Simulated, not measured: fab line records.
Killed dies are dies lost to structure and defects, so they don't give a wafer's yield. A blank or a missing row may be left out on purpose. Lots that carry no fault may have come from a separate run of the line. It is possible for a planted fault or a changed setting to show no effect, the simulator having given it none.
Matching of chambers / flow sky130 / SKY_VIA4_CMP_02 on cmp-02: 4 sister chambers
The step polishes SiO2. 4 wafers are shown with their chamber, then 7 later ones without.

WAFERS PAIRED WITH THEIR CHAMBERS
wafer=L486.3; chamber=2; motor_current_A (A)=12.0
wafer=L486.4; chamber=3; motor_current_A (A)=11.0
wafer=L486.6; chamber=1; motor_current_A (A)=11.4
wafer=L487.5; chamber=0; motor_current_A (A)=11.1

WAFERS WHOSE CHAMBER IS MISSING
wafer=L487.6; motor_current_A (A)=11.0
wafer=L488.1; motor_current_A (A)=11.6
wafer=L488.5; motor_current_A (A)=11.1
wafer=L488.6; motor_current_A (A)=10.7
wafer=L491.2; motor_current_A (A)=12.3
wafer=L491.4; motor_current_A (A)=10.7
wafer=L491.6; motor_current_A (A)=12.5

THE CHAMBER EACH PASSED THROUGH
wafer=L487.6; from the rows above=can't be placed: 3 or 0 or 1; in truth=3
wafer=L488.1; from the rows above=can't be placed: 1 or 2 or 0 or 3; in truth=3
wafer=L488.5; from the rows above=can't be placed: 0 or 3 or 1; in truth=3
wafer=L488.6; from the rows above=can't be placed: 3 or 0 or 1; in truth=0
wafer=L491.2; from the rows above=2; in truth=2
wafer=L491.4; from the rows above=can't be placed: 3 or 0 or 1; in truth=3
wafer=L491.6; from the rows above=2; in truth=2
Correctly placed: 2 of 7. Unplaceable from these rows: 5, with the true chamber sitting among the candidates in 5. Wrongly placed: 0.
How it was worked out, from the rows above alone: a wafer's distance from a chamber is the root of the sum, over the readings, of the square of ((its reading less the chamber's mean) divided by the reading's scatter). The wafer belongs to the nearest chamber; if the next one is less than 2 further off, it can't be placed. The mean given for a chamber averages the wafers shown for that chamber. The scatter (one wafer shown for each chamber): square how far every hidden wafer sits from the nearest shown wafer, average those squares and take the square root.
